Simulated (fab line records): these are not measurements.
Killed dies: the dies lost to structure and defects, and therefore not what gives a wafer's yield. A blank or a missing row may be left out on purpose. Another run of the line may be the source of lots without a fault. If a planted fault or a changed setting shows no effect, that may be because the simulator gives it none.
The tool behind it: which one? | flow sky130 | 30 wafers from 10 lots sampled at 6 of the route's 708 steps

## WHAT THE GAUGES SHOWED, per wafer
SKY_LDD_N_TW_MEAS_17.
lot  | measured     | on            | LDD_N_TW
L930 | day 18 18:05 | film metro-01 | 2560 2572 2571
L932 | day 19 19:40 | film metro-01 | 2586 2584 2595
L934 | day 20 03:55 | film metro-04 | 2559 2554 2549
L938 | day 21 06:56 | film metro-03 | 2564 2586 2586
L939 | day 21 15:14 | film metro-04 | 2528 2533 2530
L944 | day 24 03:16 | film metro-04 | 2933 2927 2947
L947 | day 25 02:14 | film metro-04 | 2893 2915 2894
L949 | day 25 07:59 | film metro-04 | 2521 2539 2543
L950 | day 25 12:22 | film metro-01 | 2568 2567 2573
L951 | day 26 01:28 | film metro-01 | 2572 2571 2562

## WHICH TOOL RAN EACH LOT (tool, then ch and the chambers of the sampled wafers, then the start)
lot  | SKY_VT_ADJUST_PCH_STRIP_09           | SKY_RES_PROTECT_STRIP_07             | SKY_POLY_GATE_STRIP_18               | SKY_LDD_N_IMPLANT_08            | SKY_LDD_N_STRIP_16
L930 | plasma asher-01 ch 0,1, day 11 04:16 | plasma asher-01 ch 0,1, day 15 23:38 | plasma asher-01 ch 0, day 17 06:44   | implanter-01 ch 0, day 18 16:47 | plasma asher-02 ch 0,1, day 18 17:59
L932 | plasma asher-04 ch 0,1, day 11 12:50 | plasma asher-01 ch 0,1, day 16 09:29 | plasma asher-04 ch 0,1, day 18 10:07 | implanter-01 ch 0, day 19 18:22 | plasma asher-03 ch 0,1, day 19 19:34
L934 | plasma asher-01 ch 1, day 12 09:06   | plasma asher-03 ch 0,1, day 17 06:48 | plasma asher-04 ch 0,1, day 18 16:46 | implanter-01 ch 0, day 20 02:37 | plasma asher-02 ch 0, day 20 03:49
L938 | plasma asher-03 ch 0,1, day 13 11:23 | plasma asher-02 ch 0,1, day 18 13:17 | plasma asher-01 ch 0,1, day 19 21:26 | implanter-02 ch 0, day 21 05:38 | plasma asher-02 ch 0,1, day 21 06:50
L939 | plasma asher-01 ch 0,1, day 13 16:45 | plasma asher-02 ch 0,1, day 18 22:09 | plasma asher-04 ch 0,1, day 20 06:45 | implanter-03 ch 0, day 21 13:58 | plasma asher-03 ch 0,1, day 21 15:09
L944 | plasma asher-03 ch 0,1, day 15 07:16 | plasma asher-03 ch 0,1, day 21 09:48 | plasma asher-04 ch 0,1, day 22 18:08 | implanter-01 ch 0, day 24 01:59 | plasma asher-03 ch 0,1, day 24 03:10
L947 | plasma asher-01 ch 0,1, day 16 22:14 | plasma asher-01 ch 0,1, day 22 09:50 | plasma asher-01 ch 0,1, day 23 17:59 | implanter-01 ch 0, day 25 00:58 | plasma asher-03 ch 0,1, day 25 02:09
L949 | plasma asher-01 ch 0,1, day 17 03:49 | plasma asher-03 ch 0,1, day 22 14:35 | plasma asher-04 ch 0,1, day 23 23:17 | implanter-03 ch 0, day 25 06:41 | plasma asher-03 ch 0,1, day 25 07:53
L950 | plasma asher-04 ch 1, day 17 09:26   | plasma asher-02 ch 0,1, day 22 20:42 | plasma asher-03 ch 0,1, day 24 04:47 | implanter-02 ch 0, day 25 11:05 | plasma asher-02 ch 0,1, day 25 12:16
L951 | plasma asher-04 ch 0,1, day 17 21:16 | plasma asher-01 ch 0,1, day 23 09:56 | plasma asher-04 ch 0,1, day 24 17:38 | implanter-02 ch 0, day 26 00:11 | plasma asher-03 ch 0,1, day 26 01:22
- SKY_VT_ADJUST_PCH_STRIP_09: strips in O2/N2.
- SKY_RES_PROTECT_STRIP_07: strips in O2/N2.
- SKY_POLY_GATE_STRIP_18: strips in O2/N2.
- SKY_LDD_N_IMPLANT_08
- SKY_LDD_N_STRIP_16: strips in O2/N2.

## WHAT THE TOOLS THEMSELVES READ (means of the sampled wafers that have a number; where no wafer has one, the mark that the record gives instead)
SKY_VT_ADJUST_PCH_STRIP_09.
lot  | tool            | drypump motor current A (A) | oes product au (a.u.) | strip time to endpoint s (s)
L930 | plasma asher-01 | 5.49                        | 0.720                 | 36.90
L932 | plasma asher-04 | 5.96                        | 0.723                 | 36.91
L934 | plasma asher-01 | 5.40                        | 0.723                 | 36.88
L938 | plasma asher-03 | 5.43                        | 0.723                 | 36.97
L939 | plasma asher-01 | 5.45                        | 0.721                 | 36.83
L944 | plasma asher-03 | 5.67                        | 0.724                 | 36.86
L947 | plasma asher-01 | 5.50                        | 0.721                 | 36.75
L949 | plasma asher-01 | 5.44                        | 0.725                 | 36.96
L950 | plasma asher-04 | 5.73                        | 0.726                 | 36.93
L951 | plasma asher-04 | 5.83                        | 0.724                 | 36.80

SKY_RES_PROTECT_STRIP_07.
lot  | tool            | drypump motor current A (A) | oes product au (a.u.) | strip time to endpoint s (s)
L930 | plasma asher-01 | 5.51                        | 0.518                 | 23.32
L932 | plasma asher-01 | 5.51                        | 0.514                 | 23.29
L934 | plasma asher-03 | 5.43                        | 0.517                 | 23.33
L938 | plasma asher-02 | 5.60                        | 0.515                 | 23.23
L939 | plasma asher-02 | 5.48                        | 0.520                 | 23.28
L944 | plasma asher-03 | 5.45                        | 0.520                 | 23.32
L947 | plasma asher-01 | 5.44                        | 0.516                 | 23.26
L949 | plasma asher-03 | 5.45                        | 0.519                 | 23.25
L950 | plasma asher-02 | 5.63                        | 0.514                 | 23.25
L951 | plasma asher-01 | 5.45                        | 0.518                 | 23.26

SKY_POLY_GATE_STRIP_18.
lot  | tool            | drypump motor current A (A) | oes product au (a.u.) | strip time to endpoint s (s)
L930 | plasma asher-01 | 5.53                        | 0.365                 | 3.29
L932 | plasma asher-04 | 5.87                        | 0.361                 | 3.18
L934 | plasma asher-04 | 5.98                        | 0.359                 | 3.17
L938 | plasma asher-01 | 5.48                        | 0.360                 | 3.16
L939 | plasma asher-04 | 5.95                        | 0.366                 | 3.15
L944 | plasma asher-04 | 5.94                        | 0.360                 | 3.14
L947 | plasma asher-01 | 5.45                        | 0.359                 | 3.20
L949 | plasma asher-04 | 5.97                        | 0.360                 | 3.22
L950 | plasma asher-03 | 5.44                        | 0.361                 | 3.21
L951 | plasma asher-04 | 5.83                        | 0.361                 | 3.22

SKY_LDD_N_IMPLANT_08.
lot  | tool         | beam on s (s) | dose ions cm2 | faraday current uA
L930 | implanter-01 | 9.80          | 7.5e+13       | 431
L932 | implanter-01 | 9.82          | 7.5e+13       | 429
L934 | implanter-01 | 10.12         | 7.5e+13       | 418
L938 | implanter-02 | 9.99          | 7.5e+13       | 423
L939 | implanter-03 | 9.90          | 7.5e+13       | 427
L944 | implanter-01 | 58.36         | 5.8e+14       | 562
L947 | implanter-01 | 59.37         | 5.8e+14       | 549
L949 | implanter-03 | 9.80          | 7.5e+13       | 431
L950 | implanter-02 | 10.12         | 7.5e+13       | 416
L951 | implanter-02 | 9.71          | 7.5e+13       | 436

SKY_LDD_N_STRIP_16.
lot  | tool            | drypump motor current A (A) | oes product au (a.u.) | strip time to endpoint s (s)
L930 | plasma asher-02 | 5.5                         | 0.403                 | 4.300
L932 | plasma asher-03 | 5.4                         | 0.404                 | 4.287
L934 | plasma asher-02 | 5.4                         | 0.402                 | 4.293
L938 | plasma asher-02 | 5.5                         | 0.405                 | 4.340
L939 | plasma asher-03 | 5.7                         | 0.404                 | 4.307
L944 | plasma asher-03 | 5.4                         | 0.402                 | 5.452
L947 | plasma asher-03 | 5.4                         | 0.400                 | 5.465
L949 | plasma asher-03 | 5.4                         | 0.407                 | 4.330
L950 | plasma asher-02 | 5.5                         | 0.406                 | 4.293
L951 | plasma asher-03 | 5.7                         | 0.407                 | 4.319

## THE ANSWER, worked out from the rows above alone
Rule: usual is defined by the lots themselves. Put in order of their means at a reading, lots are off if they are a third of the lots or fewer, leave a main group of 4 or more, and stand apart from it by a gap of 3 or more times the standard deviation of the main group's means; of several such gaps the widest counts. Not used: any main group whose means are identical at the precision the tables above print for the reading. Also off: a lot with no number at a reading for which 4 or more lots have one. Where the step has rows for the other lots, those lots are counted as sound. After the gauges, taken in route order, come the tools' own readings; for these a lot's mean is taken, as printed above. At the first step where some lot is off, the reading lying furthest off is the one used; lots without a number count as furthest.
Off: L944, L947, seen at SKY_LDD_N_TW_MEAS_17 (LDD_N_TW). The main group has a mean of 2561 with a standard deviation of 19.
A tool fits if, at a process step before that reading, it ran every lot that is off, and no sound lot after the first of them. Not tried: the gauges at SKY_LDD_N_TW_MEAS_17; whatever is off there is also off at SKY_LDD_N_IMPLANT_08, on other tools, and gauge error can't account for it. One fits: SKY_LDD_N_IMPLANT_08 on implanter-01. A fault onset in the window from L934 (day 20 02:37, its last sound lot) to L944 (day 24 01:59, its first lot off) fits.
The tool's own readings at SKY_LDD_N_IMPLANT_08 bear it out: on the lots that are off they differ by more than 5 times the standard deviation of the sound lots' means. beam on s reads 58.86 s there against 9.91 s on the sound lots; dose ions cm2 reads 5.8e+14 there against 7.5e+13 on the sound lots; faraday current uA reads 556 there against 426 on the sound lots.

## WHAT HAD BEEN PUT IN BY THE SIMULATOR
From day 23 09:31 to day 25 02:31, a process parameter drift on implanter-01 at SKY_LDD_N_IMPLANT_08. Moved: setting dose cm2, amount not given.
Struck lots among those shown: L944, L947. The same result came from the rule above.
